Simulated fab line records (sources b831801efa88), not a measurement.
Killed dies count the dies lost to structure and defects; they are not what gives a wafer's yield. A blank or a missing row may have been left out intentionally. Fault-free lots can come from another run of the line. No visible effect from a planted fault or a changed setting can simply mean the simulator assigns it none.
Comparing a struck lot with a sound one    flow sky130    37 out of 708 route steps
Sound: these wafers, L499.2, L499.3, L499.6. The struck wafers were L505.3, L505.4, L505.5. At the end, the cause is stated.
Each step with rows lists, per side, the tool, then ch with its chambers, then its first start. Under that, the readings that differ: sound wafers    struck wafers    difference of the means    sigmas: that difference in standard deviations of wafers without a fault.
alike: readings whose means differ by less than 2 such deviations, and words and numbers that are the same on both sides. not compared: withheld readings, readings that some wafer has no value for, bounds like >300 that may hide the same value, and numbers for which the record gives no deviation and whose values overlap.
Wherever a step has rows on one side only, a row that says differs or no value, or a row with sigmas, the two part there. When numbers do not overlap yet have no deviation, they are printed without sigmas and do not part them. Lack of a reading on every wafer of one side parts them only where that side has two or more wafers.

first, 10 steps without rows for these wafers: SKY_LDD_LDN_SOFTBAKE_03 (time 60 s); SKY_LDD_LDN_EXPOSE_04 (exposes mask LDNTM, target cd 700 nm); SKY_LDD_LDN_PEB_05; SKY_LDD_LDN_DEVELOP_06 (develop time 60 s); SKY_LDD_LDN_IMPLANT_08; SKY_LDD_LDN_IMPLANT_09; SKY_LDD_LDN_IMPLANT_10; SKY_LDD_LDN_IMPLANT_11; SKY_LDD_LDN_STRIP_12 (strips in O2/N2); SKY_LDD_LDN_CLEAN_14 (cleans in SC1/SC2, time 150 s).
SKY_SPACER_CVD_00: deposits Si3N4 from DCS/NH3, target thk 43.1 nm, time 740 s.
  sound on lpcvd-02 ch 0, day 24 12:26; struck on lpcvd-02 ch 0, day 26 10:55
reading                                   sound              struck             difference  sigmas
spike_tc_bottom_C (C)                     790.0 790.2 791.9  777.0 776.0 777.5  -13.9       -9
spike_tc_centre_C (C)                     770.1 770.1 770.6  755.2 755.4 755.0  -15.1       -15
spike_tc_lower_C (C)                      769.6 769.3 769.8  755.7 755.7 755.1  -14.1       -15
spike_tc_top_C (C)                        785.3 781.8 781.9  768.7 771.0 770.3  -13.0       -8
spike_tc_upper_C (C)                      769.5 769.9 770.9  755.1 755.2 755.7  -14.8       -16
susceptor_temp_C (C)                      770.0 769.8 770.1  755.4 754.7 755.0  -14.9       -48
model.Si3N4_of_SPACER_CVD_00.thk_nm (nm)  43.38 43.29 43     32.22 32.27 32.03  -11.05      
SKY_SPACER_THK_MEAS_01:
  sound on film_metro-04, day 24 13:39; struck on film_metro-01, day 26 12:08
reading                 sound           struck          difference  sigmas
SPACER_CVD_00_THK (nm)  43.4 43.3 43.0  32.2 32.3 32.0  -11.1       -32
SKY_SPACER_ETCHBACK_02: etches Si3N4 in CH3F/O2, stops on SiO2, time 46.7 s, target depth 45 nm.
  sound on rie_diel-02 ch 0,1,3, day 24 13:42; struck on rie_diel-01 ch 0,2,3, day 26 12:11
reading                      sound              struck             difference  sigmas
drypump_motor_current_A (A)  5.5 4.8 4.9        6.4 6.1 6.0        +1.1        +2
oes_product_au (a.u.)        0.861 0.856 0.853  0.743 0.733 0.732  -0.121      -21
model.etch.depth_nm (nm)     43.38 43.29 43     32.22 32.27 32.03  -11.05      
  alike: throttle_valve_pct
  not compared: rf_hours_counter_h
then, 22 steps without rows for these wafers: SKY_POLY_CUT_DEHYDRATE_00 (time 60 s); SKY_POLY_CUT_HMDS_01 (prime time 60 s); SKY_POLY_CUT_COAT_02 (resist thk 60 nm); SKY_POLY_CUT_COAT_03 (resist thk 450 nm); SKY_POLY_CUT_SOFTBAKE_04 (time 90 s); SKY_POLY_CUT_EXPOSE_05 (exposes mask NPCM, target cd 270 nm); SKY_POLY_CUT_PEB_06; SKY_POLY_CUT_DEVELOP_07 (develop time 60 s); SKY_POLY_CUT_ETCH_10 (etches BARC in N2/H2, stops on SiO2, time 45.9 s, target depth 60 nm); SKY_POLY_CUT_ETCH_11 (etches Si3N4 in CF4/CH2F2/Ar, stops on poly-Si, time 42.5 s, target depth 60 nm); SKY_POLY_CUT_STRIP_12 (strips in O2/N2); SKY_SD_P_DEHYDRATE_00 (time 60 s); SKY_SD_P_HMDS_01 (prime time 60 s); SKY_SD_P_COAT_02 (resist thk 1140 nm); SKY_SD_P_SOFTBAKE_03 (time 60 s); SKY_SD_P_EXPOSE_04 (exposes mask PSDM, target cd 380 nm); SKY_SD_P_PEB_05; SKY_SD_P_DEVELOP_06 (develop time 60 s); SKY_SD_P_IMPLANT_09; SKY_SD_P_STRIP_10 (strips in O2/N2); SKY_RES_XHIGH_DEHYDRATE_00 (time 60 s); SKY_RES_XHIGH_HMDS_01 (prime time 60 s).
-- the record jumps here: 5 days lie between the struck wafers' starts before and after (it left off in module RES_XHIGH and takes up again in module SALICIDE, whose first step shown is number 361 of the route) --
SKY_SALICIDE_CLEAN_00: cleans in HF-last, time 29.05 s.
  sound on wet_bench-03 ch 2, day 29 11:44; struck on wet_bench-01 ch 3, day 31 08:07
reading                                   sound              struck             difference  sigmas
model.Si3N4_of_SPACER_CVD_00.thk_nm (nm)  42.44 42.36 42.07  31.27 31.33 31.09  -11.06      
-- the record jumps here: 17 days lie between the struck wafers' starts before and after (it left off in module SALICIDE and takes up again in module PAD_OPEN, whose first step shown is number 708 of the route) --
SKY_PAD_OPEN_PROBE_99:
  sound on prober-01, day 46 21:53; struck on prober-01, day 48 07:50
reading                                  sound              struck             difference  sigmas
model.etest.pfet_01v8.r_on_ohm_um        2881 2921 2894     2556 2601 2588     -317        
model.etest.pfet_g5v0d10v5.r_on_ohm_um   4724 4760 4699     4644 4627 4578     -111        
model.etest.nfet_g5v0d10v5.r_on_ohm_um   1841 1890 1868     1832 1812 1806     -50         
model.etest.sonos_uncharged.r_on_ohm_um  811.1 816.8 803.2  740.4 737.4 743.3  -70.0       
model.etest.res_pdiff.line_ohm_um        1368 1352 1335     1333 1299 1290     -44         
model.etest.pfet_01v8.drive_ua_um        194.6 190.8 192.4  220.7 216.5 218.1  +25.8       
model.etest.nfet_01v8_lvt.drive_ua_um    572.9 561.5 580.6  608.9 614 601.5    +36.5       
model.etest.pfet_01v8_hvt.drive_ua_um    143.9 141.8 144.1  169.2 162.7 165.4  +22.5       
  alike: killed_at_M0_to_M3, killed_at_M4_up, killed_at_contacts, killed_at_front_end, killed_at_other, killed_dies, killed_open, killed_short

WHERE THEY PART
At SKY_SPACER_CVD_00 first; at SKY_SPACER_ETCHBACK_02 last (within this record only). Later steps at which nothing parts them and some readings are alike: SKY_PAD_OPEN_PROBE_99.

WHY: whatever the simulator had introduced
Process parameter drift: lpcvd-02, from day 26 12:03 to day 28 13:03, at SKY_SPACER_CVD_00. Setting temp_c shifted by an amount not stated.
